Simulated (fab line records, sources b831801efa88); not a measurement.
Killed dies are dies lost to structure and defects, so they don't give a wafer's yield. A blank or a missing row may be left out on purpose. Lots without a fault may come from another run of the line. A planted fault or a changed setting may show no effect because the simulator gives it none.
fab line records | flow sky130
record lots=6 wafers=18 last_day=50
route steps=708 shown VT_ADJUST_LVTN@116 VT_ADJUST_NCORE@119 VT_ADJUST_HVTR@131 PAD_OPEN@708
lots that met no fault: from a run of the same line without faults
start_h: hours from the record's first day to the start of the lot's first wafer shown | wait_h: hours since the lot's step before | " the same as in the row above | L1.1+2: a row that stands for several wafers | - no value, or no start given | * or withheld: withheld | < > ~ a bound
route shown NAME@n: a module of which the file shows steps, and the number in the route of the first | usual: mean/standard deviation of fault-free wafers | same: alike in all rows | chamber/n: place in a boat | sites: the reading at each site | _std_site: their standard deviation | _edge_site: outer sites' mean less inner sites' | radius_mm: how far each site lies from the wafer's centre | mask NAME#n: copy n | behind: the tool/chamber that last shaped the wafer | hold: why the lot was held/for how many hours/how that ended | device: the transistor (n, p or np) that didn't switch | end of line: the same wafers' tests at the end of the route | a step without rows: its recipe alone | killed: dies lost to structure and defects at the first sort, not the wafer's yield | map: a wafer's dies, x killed, . not, _ none there
set.NAME: the setting as run; set.NAME@STEP: as run at that earlier step | model.NAME: the simulator's own value behind a step, which no gauge read
lots at some steps of the route; a table a step, a row a wafer
services: from which hour (start_h, from the record's first day; less than 0 if before it) a tool's chamber was out of use, for how many hours, and why
## steps
# step SKY_VT_ADJUST_LVTN_IMPLANT_19
# recipe species=B energy_kev=30 dose_cm2=6.5e+11 tilt_deg=withheld
# step SKY_VT_ADJUST_LVTN_STRIP_20
# recipe chemistry=O2/N2 power_w=1400 pressure_mtorr=1500 platen_temp_c=withheld o2_flow_sccm=3000 n2_flow_sccm=300 overash_fraction=0.5
# usual drypump_motor_current_A=6.0/0.41 oes_product_au=0.716/0.0047 strip_time_to_endpoint_s=14.19/0.05
# columns lot.wafer tool chamber start_h wait_h drypump_motor_current_A oes_product_au rf_hours_counter_h strip_time_to_endpoint_s
L293.1 plasma_asher-01 1 213.26 0.2 5.7 0.716 44 14.13
L293.3 " 0 " " 6.7 0.711 - 14.16
L293.6 " 1 " " 5.8 0.722 - 14.17
L300.1 plasma_asher-03 1 253.08 0.1 5.5 0.712 11 14.18
L300.2 " 0 " " 6.2 0.705 11 14.18
L300.4 " 0 " " 6.1 0.709 - 14.15
L303.3 plasma_asher-03 1 286.81 0.1 5.5 0.719 - 14.11
L303.5 " 1 " " 5.5 0.713 - 14.11
L303.6 " 0 " " 6.1 0.715 - 14.12
L305.3 plasma_asher-01 1 291.56 0.1 5.7 0.711 - 14.17
L305.4 " 0 " " 6.7 0.726 - 14.18
L305.5 " 0 " " 6.7 0.719 - 14.19
L308.4 plasma_asher-03 1 310.40 0.1 5.5 0.719 - 14.23
L308.5 " 0 " " 6.2 0.716 - 14.20
L308.6 " 1 " " 5.5 0.712 - 14.24
L309.1 plasma_asher-01 1 315.68 0.1 5.7 0.714 54 14.19
L309.3 " 1 " " 5.7 0.708 - 14.21
L309.4 " 0 " " 6.7 0.717 - 14.24
# step SKY_VT_ADJUST_LVTN_TW_MEAS_21
# usual VT_ADJUST_LVTN_2_TW=189.4/3
# columns lot.wafer tool chamber start_h wait_h VT_ADJUST_LVTN_2_TW
L293.1 film_metro-01 - 213.36 0.1 193.5
L293.3 " - " " 192.9
L293.6 " - " " 193.7
L300.1 film_metro-04 - 253.18 0.1 186.9
L300.2 " - " " 187.6
L300.4 " - " " 186.9
L303.3 film_metro-03 - 286.90 0.1 188.8
L303.5 " - " " 188.7
L303.6 " - " " 187.3
L305.3 film_metro-03 - 291.65 0.1 189.5
L305.4 " - " " 189.8
L305.5 " - " " 189.2
L308.4 film_metro-01 - 310.49 0.1 191.8
L308.5 " - " " 193.1
L308.6 " - " " 192.4
L309.1 film_metro-04 - 315.78 0.1 186.5
L309.3 " - " " 185.7
L309.4 " - " " 184.8
# step SKY_VT_ADJUST_NCORE_DEHYDRATE_00
# recipe temp_c=200 time_s=60
# step SKY_VT_ADJUST_NCORE_HMDS_01
# recipe prime_time_s=60 prime_temp_c=120
# step SKY_VT_ADJUST_NCORE_COAT_02
# recipe resist=NOVOLAK spin_rpm=3000 resist_thk_nm=1140
# step SKY_VT_ADJUST_NCORE_SOFTBAKE_03
# recipe temp_c=90 time_s=60 resist=NOVOLAK
# step SKY_VT_ADJUST_NCORE_EXPOSE_04
# recipe mask_id=LVTN_COMPLEMENT_THIN na=0.6 source_shape=conventional sigma_outer=0.6 polarization=unpolarized target_cd_nm=380 dose_mj=139
# step SKY_VT_ADJUST_NCORE_PEB_05
# recipe temp_c=withheld time_s=* resist=NOVOLAK
# step SKY_VT_ADJUST_NCORE_DEVELOP_06
# recipe resist=NOVOLAK developer=TMAH develop_time_s=60 dev_temp_c=23
# step SKY_VT_ADJUST_NCORE_CD_MEAS_07
# recipe target_cd_nm=380
# usual cd_nm=380.5/2
# columns lot.wafer tool chamber start_h wait_h cd_nm
L293.1 cd_sem-01 - 236.00 0.1 379.8
L293.3 " - " " 380.0
L293.6 " - " " 378.9
L300.1 cd_sem-01 - 276.95 0.1 382.7
L300.2 " - " " 381.0
L300.4 " - " " 383.4
L303.3 cd_sem-02 - 311.59 0.1 381.7
L303.5 " - " " 381.3
L303.6 " - " " 385.1
L305.3 cd_sem-02 - 317.64 0.1 377.9
L305.4 " - " " 377.5
L305.5 " - " " 376.0
L308.4 cd_sem-01 - 336.81 0.1 380.4
L308.5 " - " " 381.8
L308.6 " - " " 380.4
L309.1 cd_sem-02 - 342.20 0.1 378.7
L309.3 " - " " 380.3
L309.4 " - " " 379.1
# step SKY_VT_ADJUST_NCORE_OVL_MEAS_08
# usual VT_ADJUST_NCORE_OVL=-0.5/1.4
# columns lot.wafer tool chamber start_h wait_h VT_ADJUST_NCORE_OVL[nm]
L293.1 overlay-02 - 236.12 0.1 0.2
L293.3 " - " " 0.1
L293.6 " - " " 1.2
L300.1 overlay-01 - 277.07 0.1 -1.1
L300.2 " - " " -2.2
L300.4 " - " " 0.5
L303.3 overlay-01 - 311.68 0.1 -2.0
L303.5 " - " " -3.0
L303.6 " - " " -0.5
L305.3 overlay-02 - 317.73 0.1 -0.7
L305.4 " - " " -2.1
L305.5 " - " " -2.7
L308.4 overlay-01 - 336.88 0.1 0.1
L308.5 " - " " -0.8
L308.6 " - " " -0.3
L309.1 overlay-02 - 342.32 0.1 0.1
L309.3 " - " " 0.5
L309.4 " - " " 0.6
# step SKY_VT_ADJUST_NCORE_IMPLANT_09
# recipe species=B energy_kev=10 dose_cm2=2.4e+12 tilt_deg=withheld
# usual beam_on_s=9.99/0.21 faraday_current_uA=13.55/0.28
# columns lot.wafer tool chamber start_h wait_h beam_on_s faraday_current_uA
L293.1 implanter-02 0 236.15 0.0 10.32 13.11
L293.3 " 0 " " 9.77 13.88
L293.6 " 0 " " 9.78 13.88
L300.1 implanter-02 0 277.11 0.0 10.00 13.49
L300.2 " 0 " " 10.16 13.33
L300.4 " 0 " " 10.20 13.29
L303.3 implanter-02 0 311.75 0.1 12.92 10.46
L303.5 " 0 " " 12.60 10.75
L303.6 " 0 " " 12.87 10.49
L305.3 implanter-02 0 317.80 0.1 12.97 10.42
L305.4 " 0 " " 12.77 10.66
L305.5 " 0 " " 12.98 10.42
L308.4 implanter-04 0 336.98 0.1 10.26 13.18
L308.5 " 0 " " 10.20 13.24
L308.6 " 0 " " 9.88 13.61
L309.1 implanter-04 0 342.36 0.0 10.16 13.31
L309.3 " 0 " " 9.61 14.10
L309.4 " 0 " " 10.19 13.27
# step SKY_VT_ADJUST_NCORE_STRIP_10
# recipe chemistry=O2/N2 power_w=1400 pressure_mtorr=1500 platen_temp_c=withheld o2_flow_sccm=3000 n2_flow_sccm=300 overash_fraction=0.5
# usual drypump_motor_current_A=5.9/0.39 oes_product_au=0.716/0.0043 strip_time_to_endpoint_s=14.20/0.048
# columns lot.wafer tool chamber start_h wait_h drypump_motor_current_A oes_product_au rf_hours_counter_h strip_time_to_endpoint_s
L293.1 plasma_asher-03 0 236.30 0.1 6.1 0.717 10 14.22
L293.3 " 1 " " 5.5 0.716 - 14.24
L293.6 " 0 " " 6.1 0.716 - 14.26
L300.1 plasma_asher-02 0 277.26 0.1 5.4 0.711 52 14.26
L300.2 " 1 " " 6.3 0.714 52 14.28
L300.4 " 0 " " 5.3 0.717 - 14.27
L303.3 plasma_asher-03 1 311.89 0.1 5.5 0.715 - 14.16
L303.5 " 0 " " 6.1 0.720 - 14.13
L303.6 " 1 " " 5.5 0.714 - 14.12
L305.3 plasma_asher-04 0 317.94 0.1 5.9 0.711 - 14.22
L305.4 " 1 " " 6.4 0.717 - 14.23
L305.5 " 1 " " 6.4 0.706 - 14.19
L308.4 plasma_asher-04 1 337.09 0.1 6.4 0.713 - 14.13
L308.5 " 1 " " 6.4 0.720 - 14.17
L308.6 " 0 " " 5.9 0.715 - 14.15
L309.1 plasma_asher-02 0 342.51 0.1 5.4 0.716 58 14.14
L309.3 " 0 " " 5.4 0.705 - 14.16
L309.4 " 1 " " 6.2 0.713 - 14.10
# step SKY_VT_ADJUST_NCORE_TW_MEAS_11
# usual VT_ADJUST_NCORE_TW=221.2/2.4
# columns lot.wafer tool chamber start_h wait_h VT_ADJUST_NCORE_TW
L293.1 film_metro-03 - 236.40 0.1 221.1
L293.3 " - " " 221.6
L293.6 " - " " 221.3
L300.1 film_metro-03 - 277.36 0.1 219.8
L300.2 " - " " 220.1
L300.4 " - " " 219.1
L303.3 film_metro-01 - 311.97 0.1 240.2
L303.5 " - " " 237.9
L303.6 " - " " 237.9
L305.3 film_metro-02 - 318.02 0.1 236.8
L305.4 " - " " 235.0
L305.5 " - " " 235.8
L308.4 film_metro-01 - 337.18 0.1 226.5
L308.5 " - " " 225.7
L308.6 " - " " 225.0
L309.1 film_metro-03 - 342.61 0.1 220.4
L309.3 " - " " 221.2
L309.4 " - " " 220.7
# step SKY_VT_ADJUST_HVTR_DEHYDRATE_00
# recipe temp_c=200 time_s=60
# step SKY_PAD_OPEN_PROBE_99
# usual killed_at_M0_to_M3=44/6.6 killed_at_M4_up=3.4/1.9 killed_at_contacts=25/5.6 killed_at_front_end=15/4.6 killed_at_other=0.3/0.6 killed_dies=88/9.5 killed_open=47/7.1 killed_short=40/6.4
# same gross_dies=492 killed_at_back_side=0
# columns lot.wafer tool chamber start_h wait_h killed_at_M0_to_M3 killed_at_M4_up killed_at_contacts killed_at_front_end killed_at_other killed_dies killed_open killed_short model.etest.nfet_16v.r_on_ohm_um model.etest.pfet_16v.r_on_ohm_um model.etest.pfet_g5v0d10v5.r_on_ohm_um model.etest.tip_p.rs_ohm_sq model.etest.pfet_01v8.r_on_ohm_um model.etest.res_pwell_under_gate.rs_ohm_sq model.etest.nfet_g5v0d10v5.r_on_ohm_um model.etest.tip_p_5v.rs_ohm_sq
L293.1 prober-01 - 1119.58 0.1 43 1 23 10 1 78 43 34 1.389e+04 1.544e+04 4735 6919 2860 2268 1878 2886
L293.3 prober-01 - 1119.68 0.2 44 4 19 18 1 86 41 44 1.392e+04 1.536e+04 4739 6892 2913 2281 1868 2898
L293.6 prober-01 - 1119.83 0.2 46 0 21 14 0 81 44 36 1.398e+04 1.54e+04 4800 6890 2877 2285 1899 2899
L300.1 prober-02 - 1152.02 0.1 49 1 24 10 0 84 44 40 1.394e+04 1.554e+04 4888 6799 2961 2316 1900 2861
L300.2 prober-02 - 1152.07 0.1 33 6 22 16 1 78 31 47 1.397e+04 1.554e+04 4790 6783 2904 2306 1879 2879
L300.4 prober-02 - 1152.17 0.2 31 3 21 16 0 71 35 36 1.39e+04 1.55e+04 4817 6818 2869 2299 1887 2886
L303.3 prober-01 - 1175.86 0.2 48 7 24 9 0 88 41 47 1.523e+04 1.454e+04 4464 6687 2771 2231 1972 2811
L303.5 prober-01 - 1175.96 0.2 47 3 15 19 3 87 36 49 1.525e+04 1.457e+04 4424 6663 2818 2229 1972 2810
L303.6 prober-01 - 1176.01 0.2 39 6 24 24 0 93 44 49 1.514e+04 1.466e+04 4438 6670 2796 2227 1961 2801
L305.3 prober-02 - 1184.21 0.2 54 4 26 13 0 97 57 40 1.594e+04 1.44e+04 4508 6732 2814 2181 1967 2756
L305.4 prober-02 - 1184.26 0.2 44 2 19 12 1 78 40 38 1.61e+04 1.425e+04 4542 6746 2891 2201 2022 2769
L305.5 prober-02 - 1184.31 0.2 48 3 30 13 0 94 55 39 1.597e+04 1.449e+04 4490 6790 2803 2186 1978 2763
L308.4 prober-01 - 1189.81 0.2 51 5 26 19 1 102 46 56 1.422e+04 1.508e+04 4757 6949 3056 2277 1858 2800
L308.5 prober-01 - 1189.86 0.2 32 5 24 14 0 75 34 41 1.434e+04 1.503e+04 4767 6964 3032 2279 1879 2806
L308.6 prober-01 - 1189.91 0.2 45 2 31 15 0 93 51 42 1.444e+04 1.526e+04 4834 6944 3030 2272 1904 2827
L309.1 prober-02 - 1193.04 0.1 55 5 18 16 0 94 50 44 1.402e+04 1.533e+04 4784 6823 2869 2273 1882 2847
L309.3 prober-02 - 1193.14 0.2 49 7 24 7 0 87 46 41 1.386e+04 1.495e+04 4776 6801 2917 2269 1886 2848
L309.4 prober-02 - 1193.19 0.2 40 4 33 13 0 90 48 42 1.391e+04 1.498e+04 4682 6756 2831 2275 1869 2847
# killed by level:class
L293.1 VIA3:geometric_particle:open=14 LOCAL_INTERCONNECT:geometric_particle:short=7 VIA1:geometric_particle:open=7 CONTACT:geometric_particle:short=7 METAL2:geometric_particle:short=5 VIA2:geometric_particle:open=5 CONTACT:geometric_particle:open=4 FIELD_ISO:geometric_particle:open=3
L293.3 METAL1:geometric_particle:short=11 CONTACT:geometric_particle:open=10 VIA1:geometric_particle:open=8 POLY_GATE:geometric_particle:short=7 VIA3:geometric_particle:open=6 METAL2:geometric_particle:short=5 VIA2:geometric_particle:open=4 FIELD_ISO:geometric_particle:open=3
L293.6 VIA1:geometric_particle:open=11 CONTACT:geometric_particle:open=7 LOCAL_INTERCONNECT:geometric_particle:short=5 METAL1:geometric_particle:short=5 VIA1:geometric_particle:short=5 VIA3:geometric_particle:open=5 POLY_GATE:geometric_particle:open=4 POLY_GATE:geometric_particle:short=4
L300.1 VIA1:geometric_particle:open=9 LI_CONTACT:geometric_particle:open=8 METAL1:geometric_particle:short=8 VIA2:geometric_particle:open=7 VIA3:geometric_particle:open=6 LOCAL_INTERCONNECT:geometric_particle:short=5 CONTACT:geometric_particle:open=5 VIA1:geometric_particle:short=5
L300.2 CONTACT:geometric_particle:open=7 VIA1:geometric_particle:open=7 FIELD_ISO:geometric_particle:short=6 LI_CONTACT:geometric_particle:open=6 METAL1:geometric_particle:short=6 METAL2:geometric_particle:short=5 VIA3:geometric_particle:short=4 LOCAL_INTERCONNECT:geometric_particle:short=4
L300.4 CONTACT:geometric_particle:open=7 METAL2:geometric_particle:short=7 VIA1:geometric_particle:open=6 LI_CONTACT:geometric_particle:open=5 CONTACT:geometric_particle:short=5 POLY_GATE:geometric_particle:short=4 POLY_GATE:geometric_particle:open=4 VIA2:geometric_particle:open=4
L303.3 CONTACT:geometric_particle:open=9 METAL1:geometric_particle:short=8 VIA1:geometric_particle:open=8 METAL4:geometric_particle:short=7 VIA3:geometric_particle:open=7 VIA1:geometric_particle:short=5 METAL2:geometric_particle:short=5 VIA2:geometric_particle:open=5
L303.5 METAL2:geometric_particle:short=8 VIA3:geometric_particle:open=7 METAL1:geometric_particle:short=7 POLY_GATE:geometric_particle:short=6 LI_CONTACT:geometric_particle:open=5 VIA1:geometric_particle:open=5 VIA2:geometric_particle:open=5 VIA1:geometric_particle:short=4
L303.6 CONTACT:geometric_particle:open=10 VIA3:geometric_particle:open=8 FIELD_ISO:geometric_particle:short=6 POLY_CUT:geometric_particle:short=5 METAL1:geometric_particle:short=5 FIELD_ISO:geometric_particle:open=4 LI_CONTACT:geometric_particle:short=4 LOCAL_INTERCONNECT:geometric_particle:short=4
L305.3 VIA1:geometric_particle:open=13 CONTACT:geometric_particle:open=9 VIA2:geometric_particle:open=9 METAL1:geometric_particle:short=9 VIA1:geometric_particle:short=8 VIA3:geometric_particle:open=8 LI_CONTACT:geometric_particle:open=6 LI_CONTACT:geometric_particle:short=5
L305.4 VIA1:geometric_particle:open=9 CONTACT:geometric_particle:open=8 VIA1:geometric_particle:short=7 METAL2:geometric_particle:short=6 VIA2:geometric_particle:open=5 VIA3:geometric_particle:open=5 LI_CONTACT:geometric_particle:open=4 LOCAL_INTERCONNECT:geometric_particle:short=4
L305.5 CONTACT:geometric_particle:open=16 VIA1:geometric_particle:open=12 LI_CONTACT:geometric_particle:open=8 METAL1:geometric_particle:short=7 FIELD_ISO:geometric_particle:short=6 VIA2:geometric_particle:open=6 METAL3:geometric_particle:short=6 VIA1:geometric_particle:short=5
L308.4 CONTACT:geometric_particle:open=11 VIA1:geometric_particle:open=11 METAL3:geometric_particle:short=8 POLY_GATE:geometric_particle:short=7 VIA2:geometric_particle:open=7 METAL1:geometric_particle:short=7 METAL2:geometric_particle:short=6 CONTACT:geometric_particle:short=5
L308.5 CONTACT:geometric_particle:open=9 CONTACT:geometric_particle:short=6 VIA2:geometric_particle:open=6 POLY_GATE:geometric_particle:short=5 LI_CONTACT:geometric_particle:open=5 METAL1:geometric_particle:short=4 METAL2:geometric_particle:short=4 FIELD_ISO:geometric_particle:short=3
L308.6 VIA1:geometric_particle:open=11 CONTACT:geometric_particle:open=9 LOCAL_INTERCONNECT:geometric_particle:short=8 LI_CONTACT:geometric_particle:open=7 METAL1:geometric_particle:short=7 VIA3:geometric_particle:open=6 FIELD_ISO:geometric_particle:open=5 VIA2:geometric_particle:short=5
L309.1 VIA1:geometric_particle:open=12 METAL1:geometric_particle:short=7 VIA2:geometric_particle:open=7 CONTACT:geometric_particle:open=6 VIA1:geometric_particle:short=6 VIA3:geometric_particle:open=6 LI_CONTACT:geometric_particle:open=5 FIELD_ISO:geometric_particle:open=4
L309.3 VIA1:geometric_particle:open=13 CONTACT:geometric_particle:open=9 CONTACT:geometric_particle:short=7 METAL2:geometric_particle:short=7 VIA2:geometric_particle:open=6 VIA2:geometric_particle:short=5 METAL3:geometric_particle:short=5 VIA3:geometric_particle:open=5
L309.4 LI_CONTACT:geometric_particle:open=12 LOCAL_INTERCONNECT:geometric_particle:short=9 CONTACT:geometric_particle:open=9 METAL2:geometric_particle:short=7 VIA3:geometric_particle:open=7 VIA2:geometric_particle:open=6 METAL1:geometric_particle:short=6 VIA1:geometric_particle:open=6
## services
# columns tool chamber start_h hours kind
plasma_asher-03 - 199.45 14.6 pm
plasma_asher-04 - 200.03 14.6 pm
plasma_asher-03 - 227.71 2.8 pm
plasma_asher-02 - 243.81 0.6 repair
plasma_asher-03 - 262.96 5.4 repair
plasma_asher-03 - 288.94 1.2 repair
## key
first_sign step=SKY_VT_ADJUST_NCORE_IMPLANT_09 reading=beam_on_s direction=up sigmas=14 usual=9.99 struck=12.85
effect step=SKY_VT_ADJUST_NCORE_IMPLANT_09 reading=faraday_current_uA direction=down sigmas=11 usual=13.55 struck=10.53
effect step=SKY_VT_ADJUST_NCORE_TW_MEAS_11 reading=VT_ADJUST_NCORE_TW direction=up sigmas=6.8 usual=221.2 struck=237.3
model_effect step=SKY_PAD_OPEN_PROBE_99 value=etest.nfet_16v.r_on_ohm_um without=1.425e+04 struck=1.561e+04
met_at SKY_VT_ADJUST_NCORE_IMPLANT_09
struck_wafers L303.3,L303.5,L303.6,L305.3,L305.4,L305.5
tester_left_out L303,L305
onset_between 277.11 311.75
fault kind=process_parameter_drift tool=implanter-02 chamber=- onset_h=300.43 steps=SKY_VT_ADJUST_NCORE_IMPLANT_09 channel=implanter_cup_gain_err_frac offset=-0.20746 shape=step end_h=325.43
# tester_left_out: of these lots the tester's yield and bins aren't shown, on N5 and GAA mostly nor the transistor test; their killed dies are dies lost to structure and defects alone, not to doping, threshold or leakage, so they don't give the yield
